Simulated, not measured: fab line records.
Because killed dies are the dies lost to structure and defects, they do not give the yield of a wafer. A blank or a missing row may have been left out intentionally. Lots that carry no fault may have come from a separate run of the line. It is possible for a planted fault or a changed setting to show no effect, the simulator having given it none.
fab line records -- flow gf180mcu
[record] lots = 13, wafers = 39, last_day = 34
route steps=602 shown VT_IMPLANT@99 NSD@243 SAB@264
lots that met no fault: taken from a fault-free run of the same line
start_h: hours from the record's first day to the start of the lot's first wafer shown -- wait_h: how many hours have passed since the lot's step before this one -- " repeats the value in the row above -- L1.1+2: a single row standing in for several wafers -- - value missing, or start not given -- * or withheld: withheld -- < > ~ a bound
route shown NAME@n: a module of which the file shows steps, and the number in the route of the first -- usual: mean and standard deviation over wafers with no fault -- same: alike in all rows -- chamber/n: place in a boat -- sites: readings site by site -- _std_site: the standard deviation of these -- _edge_site: the outer-site mean with the inner-site mean subtracted -- radius_mm: for every site, how far away it sits from the centre of the wafer -- mask NAME#n: copy n -- behind: the last tool/chamber to shape the wafer -- hold: why the lot went on hold/how many hours it stayed there/how the hold came to an end -- device: names the non-switching transistor (n, p or np) -- end of line: the route-end tests of the same wafers -- for a step that has no rows: nothing shown but its recipe -- killed: dies lost to structure and defects at the first sort, not the wafer's yield -- map: dies across one wafer; x = killed, . = not, _ = none there
set.NAME: setting as actually run; set.NAME@STEP: the setting as run at that earlier step -- model.NAME: the simulator's own value behind a step, which no gauge read
the route's steps for a sample of lots (tables are steps, rows are wafers)
services: the hour from which a tool's chamber was out of use, counted from the record's first day as start_h (under 0 if before that day), plus the number of hours and why
[[steps]]
[step GF_VT_IMPLANT_STRIP_09]
[recipe] chemistry = O2/N2, power_w = 1400, pressure_mtorr = 1500, platen_temp_c = 250, o2_flow_sccm = 3000, n2_flow_sccm = 300, overash_fraction = 0.5
[usual] drypump_motor_current_A = 5.8/0.49, heater_power_w = 323/33, oes_product_au = 0.716/0.0046, strip_time_to_endpoint_s = 12.64/0.034
lot.wafer,tool,chamber,start_h,wait_h,drypump_motor_current_A,heater_power_w,oes_product_au,rf_hours_counter_h,strip_time_to_endpoint_s
L523.1,plasma_asher-01,1,111.80,0.1,6.4,284,0.724,31,12.64
L523.2,plasma_asher-01,0,111.80,0.1,5.4,286,0.719,31,12.66
L523.4,plasma_asher-01,0,111.80,0.1,5.4,276,0.716,-,12.65
L524.2,plasma_asher-04,1,117.11,0.1,6.3,345,0.717,45,12.63
L524.3,plasma_asher-04,1,117.11,0.1,6.3,345,0.716,-,12.68
L524.4,plasma_asher-04,0,117.11,0.1,5.3,354,0.717,-,12.66
L525.1,plasma_asher-04,0,123.90,0.1,5.3,362,0.712,46,12.65
L525.2,plasma_asher-04,1,123.90,0.1,6.3,336,0.708,46,12.68
L525.4,plasma_asher-04,1,123.90,0.1,6.3,342,0.716,-,12.68
L530.2,plasma_asher-04,1,154.60,0.1,6.3,342,0.715,49,12.61
L530.5,plasma_asher-04,1,154.60,0.1,6.3,330,0.722,-,12.61
L530.6,plasma_asher-04,0,154.60,0.1,5.3,361,0.711,-,12.63
L538.2,plasma_asher-02,1,204.00,0.1,5.6,317,0.715,9,12.58
L538.3,plasma_asher-02,0,204.00,0.1,5.7,321,0.711,-,12.58
L538.5,plasma_asher-02,0,204.00,0.1,5.7,314,0.712,-,12.62
L539.1,plasma_asher-01,0,210.60,0.1,5.4,287,0.721,42,12.63
L539.3,plasma_asher-01,1,210.60,0.1,6.4,282,0.709,-,12.64
L539.5,plasma_asher-01,0,210.60,0.1,5.4,279,0.719,-,12.62
L540.2,plasma_asher-04,1,217.25,0.1,6.4,341,0.705,55,12.63
L540.5,plasma_asher-04,1,217.25,0.1,6.3,341,0.714,-,12.61
L540.6,plasma_asher-04,0,217.25,0.1,5.3,360,0.718,-,12.63
L541.1,plasma_asher-04,1,223.90,0.1,6.3,345,0.721,56,12.67
L541.4,plasma_asher-04,0,223.90,0.1,5.3,359,0.712,-,12.59
L541.6,plasma_asher-04,0,223.90,0.1,5.3,366,0.715,-,12.62
L542.2,plasma_asher-04,0,227.75,0.1,5.3,355,0.714,56,12.70
L542.3,plasma_asher-04,1,227.75,0.1,6.3,341,0.715,-,12.71
L542.5,plasma_asher-04,0,227.75,0.1,5.3,360,0.722,-,12.68
L543.2,plasma_asher-04,1,235.45,0.1,6.3,330,0.718,57,12.64
L543.3,plasma_asher-04,1,235.45,0.1,6.3,349,0.719,-,12.58
L543.6,plasma_asher-04,1,235.45,0.1,6.3,344,0.714,-,12.63
L544.4,plasma_asher-02,1,242.08,0.1,5.6,318,0.717,-,12.61
L544.5,plasma_asher-02,0,242.08,0.1,5.7,315,0.718,-,12.63
L544.6,plasma_asher-02,1,242.08,0.1,5.6,316,0.716,-,12.60
L545.2,plasma_asher-01,1,246.05,0.1,6.5,287,0.714,46,12.61
L545.3,plasma_asher-01,0,246.05,0.1,5.4,290,0.711,-,12.64
L545.6,plasma_asher-01,1,246.05,0.1,6.5,282,0.728,-,12.63
L546.1,plasma_asher-01,1,257.95,0.1,6.4,277,0.713,48,12.62
L546.2,plasma_asher-01,0,257.95,0.1,5.4,276,0.715,48,12.59
L546.5,plasma_asher-01,0,257.95,0.1,5.4,284,0.713,-,12.64
[step GF_VT_IMPLANT_OVL_MEAS_18]
[usual] VT_IMPLANT_01_OVL = 0.5/1.6
lot.wafer,tool,chamber,start_h,wait_h,VT_IMPLANT_01_OVL[nm]
L523.1,overlay-02,-,126.07,0.1,0.7
L523.2,overlay-02,-,126.07,0.1,1.8
L523.4,overlay-02,-,126.07,0.1,1.4
L524.2,overlay-01,-,131.88,0.1,-2.1
L524.3,overlay-01,-,131.88,0.1,-1.1
L524.4,overlay-01,-,131.88,0.1,-2.1
L525.1,overlay-02,-,138.71,0.1,-0.1
L525.2,overlay-02,-,138.71,0.1,-0.9
L525.4,overlay-02,-,138.71,0.1,0.3
L530.2,overlay-02,-,170.52,0.1,0.2
L530.5,overlay-02,-,170.52,0.1,-0.2
L530.6,overlay-02,-,170.52,0.1,1.6
L538.2,overlay-01,-,221.52,0.1,0.3
L538.3,overlay-01,-,221.52,0.1,0.3
L538.5,overlay-01,-,221.52,0.1,-0.7
L539.1,overlay-02,-,228.11,0.1,0.4
L539.3,overlay-02,-,228.11,0.1,2.4
L539.5,overlay-02,-,228.11,0.1,0.5
L540.2,overlay-01,-,235.27,0.1,0.4
L540.5,overlay-01,-,235.27,0.1,-0.8
L540.6,overlay-01,-,235.27,0.1,0.1
L541.1,overlay-02,-,241.82,0.1,-0.9
L541.4,overlay-02,-,241.82,0.1,0.4
L541.6,overlay-02,-,241.82,0.1,0.1
L542.2,overlay-02,-,245.77,0.1,3.5
L542.3,overlay-02,-,245.77,0.1,1.9
L542.5,overlay-02,-,245.77,0.1,2.0
L543.2,overlay-01,-,253.82,0.1,2.4
L543.3,overlay-01,-,253.82,0.1,2.4
L543.6,overlay-01,-,253.82,0.1,4.2
L544.4,overlay-02,-,261.18,0.1,-0.7
L544.5,overlay-02,-,261.18,0.1,-0.3
L544.6,overlay-02,-,261.18,0.1,-1.3
L545.2,overlay-01,-,264.62,0.1,0.2
L545.3,overlay-01,-,264.62,0.1,-1.3
L545.6,overlay-01,-,264.62,0.1,-0.3
L546.1,overlay-01,-,277.06,0.1,0.1
L546.2,overlay-01,-,277.06,0.1,-1.7
L546.5,overlay-01,-,277.06,0.1,-1.8
[step GF_NSD_OVL_MEAS_08]
[usual] NSD_OVL = 0.1/1.5
lot.wafer,tool,chamber,start_h,wait_h,NSD_OVL[nm]
L523.1,overlay-01,-,291.03,0.1,-2.2
L523.2,overlay-01,-,291.03,0.1,-1.3
L523.4,overlay-01,-,291.03,0.1,0.0
L524.2,overlay-02,-,300.29,0.1,-1.4
L524.3,overlay-02,-,300.29,0.1,-1.3
L524.4,overlay-02,-,300.29,0.1,-3.7
L525.1,overlay-01,-,310.23,0.1,1.9
L525.2,overlay-01,-,310.23,0.1,1.0
L525.4,overlay-01,-,310.23,0.1,0.0
L530.2,overlay-02,-,353.34,0.1,-0.8
L530.5,overlay-02,-,353.34,0.1,1.2
L530.6,overlay-02,-,353.34,0.1,-0.7
L538.2,overlay-02,-,424.99,0.1,-0.8
L538.3,overlay-02,-,424.99,0.1,-1.1
L538.5,overlay-02,-,424.99,0.1,-2.6
L539.1,overlay-01,-,432.73,0.1,0.5
L539.3,overlay-01,-,432.73,0.1,3.3
L539.5,overlay-01,-,432.73,0.1,0.7
L540.2,overlay-01,-,445.99,0.1,3.2
L540.5,overlay-01,-,445.99,0.1,1.0
L540.6,overlay-01,-,445.99,0.1,2.8
L541.1,overlay-02,-,451.08,0.1,-1.5
L541.4,overlay-02,-,451.08,0.1,-0.2
L541.6,overlay-02,-,451.08,0.1,-0.4
L542.2,overlay-02,-,455.54,0.1,-0.2
L542.3,overlay-02,-,455.54,0.1,0.7
L542.5,overlay-02,-,455.54,0.1,0.4
L543.2,overlay-02,-,464.44,0.1,-0.3
L543.3,overlay-02,-,464.44,0.1,0.3
L543.6,overlay-02,-,464.44,0.1,-2.7
L544.4,overlay-01,-,473.25,0.1,1.5
L544.5,overlay-01,-,473.25,0.1,1.2
L544.6,overlay-01,-,473.25,0.1,0.2
L545.2,overlay-01,-,482.14,0.1,0.3
L545.3,overlay-01,-,482.14,0.1,-0.7
L545.6,overlay-01,-,482.14,0.1,1.1
L546.1,overlay-01,-,491.58,0.1,1.8
L546.2,overlay-01,-,491.58,0.1,1.4
L546.5,overlay-01,-,491.58,0.1,2.2
[step GF_SAB_CVD_00]
[recipe] material = SiO2, target_thk_nm = 50, precursor = TEOS, temp_c = 400, time_s = 4.9302, rf_w = 600
[usual] heater_power_w = 665/93, susceptor_temp_C = 399.98/0.23
lot.wafer,tool,chamber,start_h,wait_h,heater_power_w,susceptor_temp_C
L523.1,pecvd-03,1,312.11,0.1,470,399.97
L523.2,pecvd-03,2,312.11,0.1,708,399.97
L523.4,pecvd-03,2,312.11,0.1,716,399.48
L524.2,pecvd-02,2,321.99,0.1,730,400.00
L524.3,pecvd-02,1,321.99,0.1,630,400.18
L524.4,pecvd-02,2,321.99,0.1,732,400.09
L525.1,pecvd-04,1,331.49,0.1,583,400.04
L525.2,pecvd-04,0,331.49,0.1,711,400.05
L525.4,pecvd-04,1,331.49,0.1,585,399.95
L530.2,pecvd-04,2,376.46,0.1,756,400.12
L530.5,pecvd-04,1,376.46,0.1,675,399.78
L530.6,pecvd-04,2,376.46,0.1,793,400.01
L538.2,pecvd-03,1,449.97,0.1,545,399.67
L538.3,pecvd-03,2,449.97,0.1,770,399.91
L538.5,pecvd-03,2,449.97,0.1,792,400.00
L539.1,pecvd-03,1,457.80,0.1,470,400.02
L539.3,pecvd-03,2,457.80,0.1,803,399.97
L539.5,pecvd-03,0,457.80,0.1,480,400.43
L540.2,pecvd-03,2,471.40,0.1,813,400.38
L540.5,pecvd-03,1,471.40,0.1,585,399.74
L540.6,pecvd-03,2,471.40,0.1,808,400.16
L541.1,pecvd-04,1,476.65,0.1,648,399.82
L541.4,pecvd-04,2,476.65,0.1,803,399.81
L541.6,pecvd-04,1,476.65,0.1,629,399.91
L542.2,pecvd-03,1,480.84,0.1,535,399.77
L542.3,pecvd-03,0,480.84,0.1,603,399.84
L542.5,pecvd-03,0,480.84,0.1,610,400.32
L543.2,pecvd-04,1,489.85,0.1,660,399.93
L543.3,pecvd-04,0,489.85,0.1,703,400.27
L543.6,pecvd-04,0,489.85,0.1,729,400.12
L544.4,pecvd-02,2,498.50,0.0,785,399.66
L544.5,pecvd-02,0,498.50,0.0,679,399.66
L544.6,pecvd-02,1,498.50,0.0,718,400.15
L545.2,pecvd-03,1,506.49,0.1,463,400.10
L545.3,pecvd-03,2,506.49,0.1,735,400.03
L545.6,pecvd-03,2,506.49,0.1,747,400.12
L546.1,pecvd-04,0,516.20,0.1,622,399.65
L546.2,pecvd-04,1,516.20,0.1,659,399.61
L546.5,pecvd-04,1,516.20,0.1,658,399.94
[step GF_SAB_THK_MEAS_01]
[recipe] reads = SiO2_of_SAB_CVD_00
[usual] SAB_CVD_00_THK = 50.1/0.55
lot.wafer,tool,chamber,start_h,wait_h,SAB_CVD_00_THK[nm]
L523.1,film_metro-01,-,312.13,0.0,50.1
L523.2,film_metro-01,-,312.13,0.0,49.5
L523.4,film_metro-01,-,312.13,0.0,49.9
L524.2,film_metro-03,-,322.02,0.0,49.7
L524.3,film_metro-03,-,322.02,0.0,50.1
L524.4,film_metro-03,-,322.02,0.0,50.6
L525.1,film_metro-03,-,331.51,0.0,49.8
L525.2,film_metro-03,-,331.51,0.0,49.7
L525.4,film_metro-03,-,331.51,0.0,50.8
L530.2,film_metro-01,-,376.49,0.0,49.3
L530.5,film_metro-01,-,376.49,0.0,88.8
L530.6,film_metro-01,-,376.49,0.0,50.7
L538.2,film_metro-03,-,450.00,0.0,49.3
L538.3,film_metro-03,-,450.00,0.0,49.1
L538.5,film_metro-03,-,450.00,0.0,50.2
L539.1,film_metro-02,-,457.82,0.0,50.7
L539.3,film_metro-02,-,457.82,0.0,49.6
L539.5,film_metro-02,-,457.82,0.0,50.5
L540.2,film_metro-01,-,471.43,0.0,50.7
L540.5,film_metro-01,-,471.43,0.0,50.8
L540.6,film_metro-01,-,471.43,0.0,50.5
L541.1,film_metro-02,-,476.67,0.0,50.3
L541.4,film_metro-02,-,476.67,0.0,50.5
L541.6,film_metro-02,-,476.67,0.0,51.5
L542.2,film_metro-01,-,480.87,0.0,49.9
L542.3,film_metro-01,-,480.87,0.0,50.1
L542.5,film_metro-01,-,480.87,0.0,50.7
L543.2,film_metro-02,-,489.88,0.0,49.8
L543.3,film_metro-02,-,489.88,0.0,50.1
L543.6,film_metro-02,-,489.88,0.0,51.1
L544.4,film_metro-02,-,498.54,0.0,50.2
L544.5,film_metro-02,-,498.54,0.0,50.6
L544.6,film_metro-02,-,498.54,0.0,49.9
L545.2,film_metro-02,-,506.52,0.0,50.1
L545.3,film_metro-02,-,506.52,0.0,49.1
L545.6,film_metro-02,-,506.52,0.0,51.1
L546.1,film_metro-03,-,516.22,0.0,48.9
L546.2,film_metro-03,-,516.22,0.0,49.8
L546.5,film_metro-03,-,516.22,0.0,50.0
[[services]]
tool,chamber,start_h,hours,kind
pecvd-03,-,88.62,1.6,repair
pecvd-04,2,95.59,4.9,repair
pecvd-04,0,105.86,11.5,repair
plasma_asher-02,-,108.75,9.0,pm
plasma_asher-04,-,141.66,2.6,repair
plasma_asher-01,-,152.16,2.8,pm
pecvd-04,-,160.62,14.0,pm
pecvd-02,-,162.40,2.8,pm
pecvd-03,0,169.47,6.2,repair
plasma_asher-04,-,191.58,0.5,repair
plasma_asher-02,-,197.97,2.8,pm
plasma_asher-02,-,217.66,14.6,pm
pecvd-04,0,231.31,6.6,repair
plasma_asher-02,-,232.26,0.4,repair
plasma_asher-04,-,236.15,14.6,pm
plasma_asher-04,-,256.35,2.3,repair
plasma_asher-02,-,260.77,0.7,repair
pecvd-03,-,321.64,0.5,repair
pecvd-03,-,368.88,14.0,pm
pecvd-03,-,424.32,1.0,repair
pecvd-02,1,438.15,12.3,repair
pecvd-04,-,487.89,0.6,repair
plasma_asher-04,-,505.04,38.0,pm
plasma_asher-01,-,507.90,0.5,repair
[[key]]
[first_sign] step = GF_SAB_THK_MEAS_01, reading = SAB_CVD_00_THK, direction = up, sigmas = 70, usual = 50.1, struck = 88.8
effect none on later readings
met_at GF_SAB_CVD_00
struck_lots L530
struck_wafers L530.5
tester_left_out L530
not_acting_at GF_VT_IMPLANT_STRIP_09,GF_VT_IMPLANT_OVL_MEAS_18,GF_NSD_OVL_MEAS_08
onset_between 331.49 376.46
[fault] kind = process_parameter_drift, tool = pecvd-04, chamber = 1, onset_h = 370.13, steps = GF_SAB_CVD_00, channel = target_thk_nm, offset = 37.946, shape = step, end_h = 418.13, acts_in = these_recipes_only, stated = 50
// tester_left_out: of these lots the tester's yield and bins aren't shown, on N5 and GAA mostly nor the transistor test; their killed dies are dies lost to structure and defects alone, not to doping, threshold or leakage, so they don't give the yield
